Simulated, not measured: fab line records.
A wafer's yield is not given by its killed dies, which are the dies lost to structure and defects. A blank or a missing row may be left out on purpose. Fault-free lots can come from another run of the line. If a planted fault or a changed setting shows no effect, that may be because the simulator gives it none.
One fault seen from 2 desks :: flow gf180mcu :: only its own numbers are on each desk; what lay behind them is given at the end

== AT THE TOOL OWNER'S DESK: krf scanner-02 ==
The tool's own readings at GF_V5_EXPOSE_11 (exposes mask Via5, target cd 260 nm): means of the sampled wafers that have a number, for each lot that ran on this tool. Any lot whose mean is over 4 standard deviations away from the usual mean is out of limits and marked OUT; that distance is given in the brackets.
Columns: A = exposure dose mJ cm2 at GF_V5_EXPOSE_11, usual 37.94
lot: L625
first seen here: day 28 13:26
A: 38.01

lot: L631
first seen here: day 30 10:19
A: 37.94

lot: L636
first seen here: day 31 11:35
A: 41.69 (+99) OUT

lot: L638
first seen here: day 32 03:26
A: 40.98 (+80) OUT
This desk's finding: out of limits on L636, L638; first on L636, day 31 11:35 (exposure dose mJ cm2 at GF_V5_EXPOSE_11). In limits: L625, L631.

== FROM THE METROLOGY DESK ==
What the gauges read, lot by lot, whatever tool the lot ran on: means of the sampled wafers that have a number. Any lot whose mean is over 4 standard deviations away from the usual mean is out of limits and marked OUT; that distance is given in the brackets.
Columns: A = cd nm at GF_V5_CD_MEAS_14, usual 260.2 nm
lot: L621
first seen here: day 27 07:40
A: 260.5

lot: L622
first seen here: day 27 18:53
A: 258.6

lot: L625
first seen here: day 28 22:43
A: 261.4

lot: L626
first seen here: day 29 04:19
A: 260.3

lot: L627
first seen here: day 29 13:08
A: 260.0

lot: L628
first seen here: day 29 17:00
A: 261.6

lot: L629
first seen here: day 29 20:27
A: 261.2

lot: L631
first seen here: day 30 19:10
A: 259.4

lot: L636
first seen here: day 31 20:10
A: 274.1 (+11) OUT

lot: L638
first seen here: day 32 11:07
A: 271.7 (+8.8) OUT

lot: L639
first seen here: day 32 12:03
A: 261.3

lot: L640
first seen here: day 32 18:33
A: 260.0

lot: L643
first seen here: day 33 12:16
A: 258.8
This desk's finding: out of limits on L636, L638; first on L636, day 31 20:10 (cd nm at GF_V5_CD_MEAS_14). In limits: L621, L622, L625, L626, L627, L628, L629, L631, L639, L640, L643.

== BROUGHT TOGETHER ==
The tool owner's desk had the chance to raise an alarm at day 31 11:35 on L636, L638.
L636, L638 would have let the metrology desk raise an alarm at day 31 20:10.
The lots listed all ran GF_V5_EXPOSE_11 on krf scanner-02.

== WHAT THE SIMULATOR HAD INSERTED ==
Process parameter drift: krf scanner-02, from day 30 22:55 on, at GF_V5_EXPOSE_11. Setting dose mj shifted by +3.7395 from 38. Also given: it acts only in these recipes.
Struck lots among those shown: L636, L638.
Delay (hours) between the fault's onset and each desk's first out-of-limits reading: 13 at the tool owner's desk, 21 at the metrology desk.
